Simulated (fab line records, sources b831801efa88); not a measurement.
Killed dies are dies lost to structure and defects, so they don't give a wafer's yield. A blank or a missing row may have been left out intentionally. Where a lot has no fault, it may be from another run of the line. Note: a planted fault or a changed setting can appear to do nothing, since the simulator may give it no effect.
One fault seen from 2 desks / flow sky130 / only its own numbers are on each desk; what lay behind them is given at the end

== METROLOGY DESK ==
What the gauges read for every lot (on any tool): the sampled wafers with a number, averaged. If a lot's mean is further than 4 standard deviations from the usual mean, the lot is out of limits and carries the mark OUT (the distance appears in the brackets).
Columns: A = GATE_OXIDE_TW at SKY_GATE_OXIDE_TW_MEAS_14, usual 222.1; B = POLY_GATE_OVL at SKY_POLY_GATE_OVL_MEAS_14, usual -1 nm
lot=L969; first seen here=day 14 00:28; A=223.0; B=-8
lot=L968; first seen here=day 14 02:10; A=221.3; B=3
lot=L970; first seen here=day 14 09:07; A=222.7; B=3
lot=L973; first seen here=day 15 16:47; A=224.0; B=0
lot=L972; first seen here=day 15 17:37; A=219.1; B=-7
lot=L974; first seen here=day 15 20:17; A=224.2; B=5
lot=L975; first seen here=day 16 02:55; A=222.0; B=3
lot=L976; first seen here=day 16 15:12; A=224.1; B=-4
lot=L977; first seen here=day 17 02:56; A=221.9; B=-1
lot=L980; first seen here=day 17 20:00; A=222.3; B=3
lot=L986; first seen here=day 20 08:28; A=220.6; B=-3
lot=L985; first seen here=day 20 10:43; A=223.6; B=6
lot=L988; first seen here=day 20 19:22; A=223.0; B=-3
Finding of this desk: none of the 13 lots has anything out of limits.

== DESK OF THE TOOL OWNER: implanter-01 ==
For each lot that ran on this tool, the mean over its sampled wafers that have a number, from the tool's own readings at SKY_LDD_N_IMPLANT_14. If a lot's mean is further than 4 standard deviations from the usual mean, the lot is out of limits and carries the mark OUT (the distance appears in the brackets).
Columns: A = beam energy keV at SKY_LDD_N_IMPLANT_14, usual 50.000; B = faraday current uA at SKY_LDD_N_IMPLANT_14, usual 28.1
lot=L969; first seen here=day 17 23:44; A=50.014; B=28.1
lot=L972; first seen here=day 19 19:37; A=50.006; B=27.8
lot=L986; first seen here=day 24 11:16; A=51.848 (+99 or more) OUT; B=27.3
lot=L985; first seen here=day 24 15:28; A=51.834 (+99 or more) OUT; B=28.1
This desk's finding: out of limits on L985, L986; first on L986, day 24 11:16 (beam energy keV at SKY_LDD_N_IMPLANT_14). L969, L972: within limits.

== PUT TOGETHER ==
At day 24 11:16, on L985, L986, the tool owner's desk was in a position to raise an alarm.
From the metrology desk's view, nothing was out of limits.
The metrology desk has L985, L986 on record, within its limits.
All the named lots went through SKY_LDD_N_IMPLANT_14 on implanter-01.

== WHAT THE SIMULATOR HAD INSERTED ==
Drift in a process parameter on implanter-01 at SKY_LDD_N_IMPLANT_14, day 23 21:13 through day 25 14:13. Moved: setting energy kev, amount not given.
Struck lots among those shown: L985, L986.
Time in hours from fault onset to the first out-of-limits reading at each desk: the tool owner's desk, 14.
